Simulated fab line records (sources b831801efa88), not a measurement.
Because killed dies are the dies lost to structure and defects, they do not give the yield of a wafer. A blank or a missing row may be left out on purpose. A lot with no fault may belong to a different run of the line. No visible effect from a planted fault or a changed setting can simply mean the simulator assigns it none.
Chamber matching	flow gf180mcu	GF_V1_CMP_26 on cmp-01: 4 sister chambers
The step polishes, stops on SiO2, t overpolish 15 s, target thk 0 nm. 4 wafers are shown with their chamber, then 7 later ones without.

WAFERS, EACH WITH ITS CHAMBER
wafer	chamber	motor_current_A (A)
L436.4	0	10.2
L438.2	3	13.3
L449.1	1	9.9
L449.2	2	12.8

WAFERS MISSING THEIR CHAMBER
wafer	motor_current_A (A)
L449.5	10.2
L453.1	12.9
L453.4	10.0
L453.5	13.4
L455.1	12.5
L455.5	12.2
L455.6	13.2

THE CHAMBER EACH PASSED THROUGH
wafer	from the rows above	in truth
L449.5	can't be placed: 0 or 1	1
L453.1	can't be placed: 2 or 3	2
L453.4	can't be placed: 1 or 0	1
L453.5	can't be placed: 3 or 2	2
L455.1	can't be placed: 2 or 3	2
L455.5	can't be placed: 2 or 3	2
L455.6	can't be placed: 3 or 2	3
Correctly placed: 0 of 7. Unplaceable from these rows: 7, with the true chamber sitting among the candidates in 7. 0 placed wrongly.
How it was worked out, from the rows above alone: a wafer's distance from a chamber is the root of the sum, over the readings, of the square of ((its reading less the chamber's mean) divided by the reading's scatter). If the next closest chamber is less than 2 further off than the closest, the wafer can't be placed; otherwise it belongs to the closest. Each chamber's mean is taken over the wafers shown for it. The scatter (one wafer shown for each chamber): square how far every hidden wafer sits from the nearest shown wafer, average those squares and take the square root.
